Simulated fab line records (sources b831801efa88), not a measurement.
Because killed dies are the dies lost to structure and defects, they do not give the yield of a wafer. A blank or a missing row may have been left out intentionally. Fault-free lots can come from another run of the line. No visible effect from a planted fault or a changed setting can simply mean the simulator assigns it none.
Which tool did it? | flow sky130 | 12 lots with 36 wafers sampled at 4 steps, on a route of 708 steps

## WHAT THE GAUGES SHOWED, per wafer
SKY_METAL4_OVL_MEAS_14.
lot  | measured     | on         | METAL4_OVL (nm)
L987 | day 41 17:49 | overlay-02 | -9 5 3
L990 | day 42 17:42 | overlay-02 | -13 0 -3
L991 | day 42 21:58 | overlay-01 | -2 -3 3
L992 | day 43 08:58 | overlay-01 | 5 5 3
L997 | day 44 13:47 | overlay-02 | -3 3 4
L998 | day 44 18:52 | overlay-01 | -5 -2 -6
L103 | day 46 07:09 | overlay-02 | 3 1 0
L106 | day 46 15:33 | overlay-01 | -7 -12 -5
L107 | day 47 01:00 | overlay-02 | -14 -8 -13
L108 | day 47 09:35 | overlay-01 | 5 3 4
L109 | day 47 11:43 | overlay-01 | -1 -4 -1
L110 | day 47 19:45 | overlay-02 | 1 0 5

SKY_VIA4_OVL_MEAS_11.
lot  | measured     | on         | VIA4_OVL (nm)
L987 | day 42 17:52 | overlay-02 | 0.2 -0.3 -0.3
L990 | day 43 18:15 | overlay-02 | 0.3 -1.9 -0.1
L991 | day 43 22:00 | overlay-02 | -0.2 -0.1 -0.5
L992 | day 44 09:16 | overlay-01 | -1.4 -1.2 -3.5
L997 | day 45 12:50 | overlay-02 | -0.6 -0.6 -0.5
L998 | day 45 18:00 | overlay-02 | 0.1 2.5 0.9
L103 | day 47 04:55 | overlay-02 | 0.6 -1.8 -0.5
L106 | day 47 13:34 | overlay-01 | -1.5 -0.8 -0.3
L107 | day 47 21:08 | overlay-02 | -0.9 0.6 -0.3
L108 | day 48 05:47 | overlay-01 | -1.3 -2.8 -0.1
L109 | day 48 08:58 | overlay-02 | -2.1 -2.9 -3.4
L110 | day 48 15:51 | overlay-02 | -0.8 -1.4 -1.4

## WHAT TOOL EACH LOT RAN ON (gives the tool, then ch and the chambers of the sampled wafers, and finally the start)
lot  | SKY_METAL4_ETCH_16                | SKY_VIA4_SOFTBAKE_07
L987 | rie metal-03 ch 0,1, day 41 17:53 | litho track-01 ch 0, day 42 07:02
L990 | rie metal-03 ch 0,1, day 42 17:47 | litho track-04 ch 0, day 43 07:34
L991 | rie metal-04 ch 0, day 42 22:05   | litho track-04 ch 0, day 43 11:30
L992 | rie metal-04 ch 0, day 43 09:04   | litho track-03 ch 0, day 43 20:53
L997 | rie metal-01 ch 0,1, day 44 13:52 | litho track-01 ch 0, day 45 01:32
L998 | rie metal-01 ch 0,1, day 44 18:58 | litho track-01 ch 0, day 45 08:08
L103 | rie metal-04 ch 0,1, day 46 07:14 | litho track-04 ch 0, day 46 18:43
L106 | rie metal-01 ch 0,1, day 46 15:37 | litho track-03 ch 0, day 47 03:47
L107 | rie metal-03 ch 0,1, day 47 01:04 | litho track-04 ch 0, day 47 12:04
L108 | rie metal-01 ch 0,1, day 47 09:40 | litho track-01 ch 0, day 47 20:41
L109 | rie metal-01 ch 0,1, day 47 11:47 | litho track-03 ch 0, day 47 23:20
L110 | rie metal-04 ch 0,1, day 47 19:49 | litho track-01 ch 0, day 48 06:52
- SKY_METAL4_ETCH_16: etches BARC in N2/H2, stops on SiO2, time 88.2 s, target depth 60 nm.
- SKY_VIA4_SOFTBAKE_07: time 60 s.

## AS READ BY THE TOOLS THEMSELVES (means over the sampled wafers that have a number; for cases with no such wafer, the mark the record gives instead)
SKY_METAL4_ETCH_16.
lot  | tool         | drypump motor current A (A) | oes product au (a.u.) | throttle valve pct (%)
L987 | rie metal-03 | 5.4                         | 0.625                 | 13.206
L990 | rie metal-03 | 5.4                         | 0.627                 | 13.197
L991 | rie metal-04 | 5.7                         | 0.625                 | 13.215
L992 | rie metal-04 | 5.7                         | 0.619                 | 13.201
L997 | rie metal-01 | 5.5                         | 0.630                 | 13.197
L998 | rie metal-01 | 5.5                         | 0.626                 | 13.203
L103 | rie metal-04 | 5.7                         | 0.627                 | 13.199
L106 | rie metal-01 | 5.5                         | 0.627                 | 13.216
L107 | rie metal-03 | 5.8                         | 0.624                 | 13.202
L108 | rie metal-01 | 5.5                         | 0.626                 | 13.203
L109 | rie metal-01 | 5.5                         | 0.627                 | 13.204
L110 | rie metal-04 | 5.7                         | 0.621                 | 13.207

SKY_VIA4_SOFTBAKE_07.
lot  | tool           | heater power total W (W) | resist line temp C (C) | run length s (s)
L987 | litho track-01 | 56.57                    | 23.08                  | 89.25
L990 | litho track-04 | 56.59                    | 22.99                  | 88.79
L991 | litho track-04 | 56.63                    | 23.08                  | 88.72
L992 | litho track-03 | 56.61                    | 23.05                  | 89.26
L997 | litho track-01 | 58.11                    | 22.89                  | 85.09
L998 | litho track-01 | 58.09                    | 23.02                  | 85.08
L103 | litho track-04 | 56.58                    | 22.81                  | 88.77
L106 | litho track-03 | 56.60                    | 23.01                  | 89.44
L107 | litho track-04 | 56.63                    | 23.10                  | 88.88
L108 | litho track-01 | 56.57                    | 22.94                  | 89.18
L109 | litho track-03 | 56.59                    | 23.01                  | 89.35
L110 | litho track-01 | 56.55                    | 23.07                  | 89.35

## THE ANSWER, worked out from the rows above alone
Rule: what is usual is taken from the lots themselves. Put in order of their means at a reading, lots are off if they are a third of the lots or fewer, leave a main group of 4 or more, and stand apart from it by a gap of 3 or more times the standard deviation of the main group's means; of several such gaps the widest counts. If all means in a main group match to the digits the tables above print for the reading, that group is not used. A lot without any number at a reading at which 4 lots or more have one is off too. Where the step has rows for the other lots, those lots are counted as sound. The gauges are gone through in route order, then the tools' own readings, and for those a lot's mean is taken as printed above. The first step at which some lot is off is used, and at that step the reading that is off furthest; a lot without a number counts as furthest.
Off: L997, L998 (SKY_VIA4_SOFTBAKE_07, heater power total W). Mean 56.59 W and standard deviation 0.025 in the main group.
If a tool, at that step or one of the process steps before it, ran each lot that is off and ran no sound lot following the first of them, it fits. None of those tried fits.

## WHAT THE SIMULATOR HAD INSERTED
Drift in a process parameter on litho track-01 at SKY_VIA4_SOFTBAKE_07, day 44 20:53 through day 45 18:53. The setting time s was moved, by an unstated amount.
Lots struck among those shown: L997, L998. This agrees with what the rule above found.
